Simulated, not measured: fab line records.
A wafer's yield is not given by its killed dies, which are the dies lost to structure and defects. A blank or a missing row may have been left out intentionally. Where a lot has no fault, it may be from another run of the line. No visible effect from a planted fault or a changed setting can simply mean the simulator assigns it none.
One fault through the eyes of 2 desks ; flow sky130 ; every desk sees just its own numbers, and what lay behind them comes last

THE TOOL OWNER'S DESK: lpcvd-01
The tool's own readings at SKY_POLY_GATE_CVD_00 (deposits poly-Si, target thk 180 nm, time 720 s): means of the sampled wafers that have a number, for each lot that ran on this tool. Any lot whose mean is over 4 standard deviations away from the usual mean is out of limits and marked OUT; that distance is given in the brackets.
Columns: A = susceptor temp C at SKY_POLY_GATE_CVD_00, usual 620.02 C; B = zone power top pct at SKY_POLY_GATE_CVD_00, usual 18.2 %
lot;first seen here;A;B
L623;day 13 21:20;620.08;20.8
L624;day 14 06:13;619.91;15.9
L625;day 14 13:19;619.89;15.9
L627;day 15 15:28;619.95;21.0
L628;day 15 18:30;620.12;21.0
L630;day 16 08:10;619.88;20.7
L631;day 16 18:01;619.98;16.1
L632;day 17 03:35;619.82;15.9
L633;day 17 08:26;620.03;20.9
L634;day 17 19:26;620.16;20.9
L636;day 18 17:21;620.01;15.9
L645;day 21 19:36;620.08;16.0
L646;day 22 00:04;619.89;20.8
Result from this desk: across the 13 lots, nothing is out of limits.

FROM THE METROLOGY DESK
What the gauges read for every lot (on any tool): the sampled wafers with a number, averaged. Any lot whose mean is over 4 standard deviations away from the usual mean is out of limits and marked OUT; that distance is given in the brackets.
Columns: A = VT_ADJUST_PCH_OVL at SKY_VT_ADJUST_PCH_OVL_MEAS_07, usual -1.4 nm; B = SONOS_ONO_OXIDATION_THK at SKY_SONOS_ONO_THK_MEAS_01, usual 2.57 nm; C = cd nm at SKY_SONOS_ONO_CD_MEAS_13, usual 409.9 nm; D = POLY_GATE_CVD_00_THK at SKY_POLY_GATE_THK_MEAS_01, usual 180.0 nm
lot;first seen here;A;B;C;D
L623;day 10 07:11;0.3;2.56;411.5;178.9
L624;day 10 15:42;-3.3;2.53;409.6;181.1
L625;day 10 22:47;-2.3;2.52;410.5;181.7
L627;day 11 17:56;-0.5;2.61;408.1;176.6
L628;day 11 22:11;-0.4;2.55;407.7;181.7
L630;day 12 11:23;-1.3;2.59;407.7;179.0
L631;day 12 21:56;-0.7;2.57;408.9;178.3
L632;day 13 06:23;-0.7;2.63;406.6;179.4
L633;day 13 13:11;-1.9;2.65;411.5;180.8
L634;day 13 20:06;-2.0;2.61;413.2;181.8
L636;day 14 18:49;-0.9;2.61;406.6;235.0 (+32) OUT
L645;day 17 11:53;-0.2;2.57;408.7;179.4
L646;day 17 19:08;-1.5;2.61;411.4;181.5
Per this desk, out of limits: L636; the first was L636, day 18 18:34 (POLY_GATE_CVD_00_THK at SKY_POLY_GATE_THK_MEAS_01). Within limits: L623, L624, L625, L627, L628, L630, L631, L632, L633, L634, L645, L646.

ALL TOGETHER
Metrology desk: alarm possible at day 18 18:34 on L636.
The desk of the tool owner found nothing out of limits.
Tool owner's desk: L636 on record, inside its limits.
Of the lots named, all ran SKY_POLY_GATE_CVD_00 on lpcvd-01.

WHAT THE SIMULATOR HAD PUT IN
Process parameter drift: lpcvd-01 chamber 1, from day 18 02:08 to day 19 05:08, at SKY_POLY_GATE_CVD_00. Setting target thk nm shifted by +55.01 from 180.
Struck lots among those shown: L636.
Time in hours between the start of the fault and the first out-of-limits reading at each desk: metrology desk, 16.
